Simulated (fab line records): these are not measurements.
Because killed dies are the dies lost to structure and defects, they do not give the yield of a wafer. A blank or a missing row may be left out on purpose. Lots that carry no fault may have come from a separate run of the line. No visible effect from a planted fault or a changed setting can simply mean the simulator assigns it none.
Chamber matching + flow sky130 + SKY_VIA3_ETCH_14 on rie-diel-04 has 4 sister chambers
The step etches BARC in N2/H2, stops on SiO2, time 45.9 s, target depth 60 nm. 4 wafers are shown with their chamber, then 8 later ones without.

## WAFERS WITH THEIR CHAMBER
| wafer  | chamber | drypump-motor-current-A (A) |
|--------|---------|-----------------------------|
| L527.5 | 3       | 5.6                         |
| L531.1 | 1       | 5.8                         |
| L531.3 | 2       | 4.8                         |
| L533.1 | 0       | 5.1                         |

## WAFERS WITH NO CHAMBER GIVEN
| wafer  | drypump-motor-current-A (A) |
|--------|-----------------------------|
| L533.5 | 5.8                         |
| L533.6 | 5.1                         |
| L538.1 | 5.6                         |
| L538.2 | 5.8                         |
| L538.4 | 4.9                         |
| L541.2 | 5.6                         |
| L541.5 | 5.1                         |
| L541.6 | 5.8                         |

## THE CHAMBER EACH PASSED THROUGH
| wafer  | from the rows above | in truth |
|--------|---------------------|----------|
| L533.5 | 1                   | 1        |
| L533.6 | 0                   | 0        |
| L538.1 | 3                   | 3        |
| L538.2 | 1                   | 1        |
| L538.4 | 2                   | 2        |
| L541.2 | 3                   | 3        |
| L541.5 | 0                   | 0        |
| L541.6 | 1                   | 1        |
8 of 8 placed correctly. Left unplaced by these rows: 0. Number placed wrongly: 0.
How it was worked out, from the rows above alone: a wafer's distance from a chamber is the root of the sum, over the readings, of the square of ((its reading less the chamber's mean) divided by the reading's scatter). If the next closest chamber is less than 2 further off than the closest, the wafer can't be placed; otherwise it belongs to the closest. The mean given for a chamber averages the wafers shown for that chamber. The scatter: with one shown wafer a chamber, the root of the mean of the squares of how far each hidden wafer lies from its nearest shown one.
